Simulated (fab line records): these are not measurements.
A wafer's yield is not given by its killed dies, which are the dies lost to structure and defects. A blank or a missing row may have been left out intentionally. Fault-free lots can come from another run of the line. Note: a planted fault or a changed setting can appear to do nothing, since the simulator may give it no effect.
A lot that was struck, set against a sound lot -- flow sky130 -- 43 steps out of a route of 708
Sound: the wafers L741.1, L741.4, L741.5. The struck wafers were L751.1, L751.4, L751.5. At the end, the cause is stated.
Order at every step that has rows: each side's tool, ch and its chambers, its first start. Under that, the readings that differ: sound wafers -- struck wafers -- difference of the means -- sigmas: that difference in standard deviations of wafers without a fault.
alike: same words and numbers on both sides, and readings whose means sit less than 2 such deviations apart. not compared: any withheld reading, any reading some wafer has no value for, any bound like >300 that may hide the same value, and any number with overlapping values for which the record gives no deviation.
Wherever a step has rows on one side only, a row that says differs or no value, or a row with sigmas, the two part there. When numbers do not overlap yet have no deviation, they are printed without sigmas and do not part them. Lack of a reading on every wafer of one side parts them only where that side has two or more wafers.

first, 2 steps without rows for these wafers: SKY_METAL3_PEB_11; SKY_METAL3_DEVELOP_12 (develop time 60 s).
SKY_METAL3_CD_MEAS_13: the cd target is 300 nm.
  sound on cd sem-01, day 39 21:37; struck on cd sem-01, day 42 09:22
  alike: cd nm
SKY_METAL3_OVL_MEAS_14:
  sound on overlay-01, day 39 21:44; struck on overlay-01, day 42 09:29
  alike: METAL3_OVL
then, 3 steps without rows for these wafers: SKY_METAL3_DESCUM_15 (chemistry O2, time 8 s); SKY_METAL3_ETCH_16 (etches BARC in N2/H2, stops on SiO2, time 88.2 s, target depth 60 nm); SKY_METAL3_ETCH_17 (etches SiO2 in C4F8/O2/Ar, stops on TiN, time 3.9 s, target depth 15 nm).
SKY_METAL3_METAL_ETCH_18: etches the open film in Cl2/BCl3, stops on SiO2, target depth 845 nm, time 183.1 s.
  sound on rie metal-01 ch 0,1, day 39 21:55; struck on rie metal-02 ch 0,1, day 42 09:40
  alike: drypump motor current A, oes product au, throttle valve pct
  not compared: rf hours counter h
then, 4 steps without rows for these wafers: SKY_METAL3_STRIP_19 (strips in O2/N2); SKY_METAL3_STRIP_20 (strips in post etch residue remover, time 1200 s); SKY_METAL3_CLEAN_21 (cleans in IPA, time 180 s); SKY_METAL3_CLEAN_22 (cleans in O3/DIW).
SKY_VIA3_HDPCVD_00: deposits SiO2, target thk 1635 nm, time 272.5 s.
  sound on hdpcvd-01 ch 0,2, day 39 22:43; struck on hdpcvd-01 ch 0,2, day 42 10:26
SKY_VIA3_THK_MEAS_01:
  sound on film metro-03, day 39 22:53; struck on film metro-02, day 42 10:36
reading,sound,struck,difference,sigmas
VIA3_HDPCVD_THK (nm),1597 1612 1613,1671 1677 1664,+63,+4
SKY_VIA3_CMP_02: polishes SiO2.
  sound on cmp-02 ch 0,2,3, day 39 23:03; struck on cmp-02 ch 1,2, day 42 10:40
  alike: motor current A
SKY_VIA3_BOW_MEAS_03:
  sound on film metro-02, day 39 23:15; struck on film metro-03, day 42 10:58
  alike: VIA3_BOW
then, 8 steps without rows for these wafers: SKY_VIA3_DEHYDRATE_04 (time 60 s); SKY_VIA3_HMDS_05 (prime time 60 s); SKY_VIA3_COAT_06 (resist thk 60 nm); SKY_VIA3_COAT_07 (resist thk 450 nm); SKY_VIA3_SOFTBAKE_08 (time 90 s); SKY_VIA3_EXPOSE_09 (exposes mask VIM3, target cd 200 nm); SKY_VIA3_PEB_10; SKY_VIA3_DEVELOP_11 (develop time 60 s).
SKY_VIA3_CD_MEAS_12: the cd target is 200 nm.
  sound on cd sem-01, day 40 22:38; struck on cd sem-01, day 43 10:33
  alike: cd nm
SKY_VIA3_OVL_MEAS_13:
  sound on overlay-01, day 40 22:46; struck on overlay-02, day 43 10:40
  alike: VIA3_OVL
SKY_VIA3_ETCH_14: etches BARC in N2/H2, stops on SiO2, time 45.9 s, target depth 60 nm.
  sound on rie diel-01 ch 0,1,3, day 40 22:48; struck on rie diel-04 ch 0,1, day 43 10:43
  alike: drypump motor current A, oes product au, throttle valve pct
  not compared: rf hours counter h
then, 7 steps without rows for these wafers: SKY_VIA3_ETCH_15 (etches SiO2 in C4F8/O2/Ar, stops on TiN, target depth 507 nm, time 78 s); SKY_VIA3_STRIP_16 (strips in O2/N2); SKY_VIA3_STRIP_17 (strips in post etch residue remover, time 1200 s); SKY_VIA3_CLEAN_18 (cleans in IPA, time 180 s); SKY_VIA3_CLEAN_19 (cleans in O3/DIW); SKY_VIA3_SPUTTER_20 (material TiN, target thk 20 nm, time 80 s); SKY_VIA3_CVD_21 (deposits W, target thk 390 nm, time 117.31 s).
SKY_VIA3_RS_MEAS_22: uses a four-point probe to measure.
  sound on film metro-04, day 40 23:40; struck on film metro-03, day 43 11:41
  alike: VIA3_W_RS
SKY_VIA3_THK_MEAS_23: measures by xrf.
  sound on film metro-04, day 40 23:47; struck on film metro-03, day 43 11:48
  alike: VIA3_W_THK
SKY_VIA3_CMP_24: polishes, stops on SiO2, t overpolish 20 s, target thk 0 nm.
  sound on cmp-01 ch 0,2,3, day 40 23:54; struck on cmp-02 ch 0,2, day 43 11:55
  alike: motor current A, overpolish run s, time to endpoint s
then, 3 steps without rows for these wafers: SKY_METAL4_SPUTTER_00 (material Ti, target thk 15 nm, time 10 s); SKY_METAL4_SPUTTER_01 (material TiN, target thk 20 nm, time 16.7 s); SKY_METAL4_SPUTTER_02 (material AlCu, target thk 735 nm, time 39.1 s).
SKY_METAL4_SPUTTER_03: material Ti, target thk 5 nm, time 3.3 s.
  sound on pvd sputter-04, day 41 00:14; struck on pvd sputter-03, day 43 12:15
  alike: throttle valve pct
then, 1 step without rows for these wafers: SKY_METAL4_SPUTTER_04 (material TiN, target thk 70 nm, time 58.3 s).
-- the record jumps here: 5 days lie between the struck wafers' starts before and after (it left off in module METAL4 and takes up again in module PAD_OPEN, whose first step shown is number 708 of the route) --
SKY_PAD_OPEN_PROBE_99:
  sound on prober-02, day 46 21:07; struck on prober-02, day 48 23:41
reading,sound,struck,difference,sigmas
defect limited yield (%),83.3 80.9 83.7,78.7 77.2 79.7,-4.1,-2
killed_at_M0_to_M3,43 46 43,62 74 69,+24,+4
killed dies,82 94 80,105 112 100,+20,+2
sort_bin_3_pad_short (%),0.8 1.0 0.2,0.8 2.2 1.6,+0.9,+2
sort_bin_5_function (%),9.6 12.0 10.2,15.0 14.4 12.6,+3.4,+2
sort n pass,410 398 412,387 380 392,-20,-2
sort yield pct (%),83.3 80.9 83.7,78.7 77.2 79.7,-4.1,-2
model.etest.tester.sort n pass,410 398 412,387 380 392,-20,
model.etest.tester.sort yield pct (%),83.33 80.89 83.74,78.66 77.24 79.67,-4.13,
model.etest.tester.sort_bin_5_pct (%),9.553 11.99 10.16,15.04 14.43 12.6,+3.46,
  alike: killed_at_M4_up, killed at contacts, killed at front end, killed at other, killed open, killed short, sort_bin_6_memory
  not compared: model.etest.tester.sort_bin_3_pct

WHERE THEY PART
First at SKY_VIA3_THK_MEAS_01; last, within this record, at SKY_PAD_OPEN_PROBE_99.

WHY: whatever the simulator had introduced
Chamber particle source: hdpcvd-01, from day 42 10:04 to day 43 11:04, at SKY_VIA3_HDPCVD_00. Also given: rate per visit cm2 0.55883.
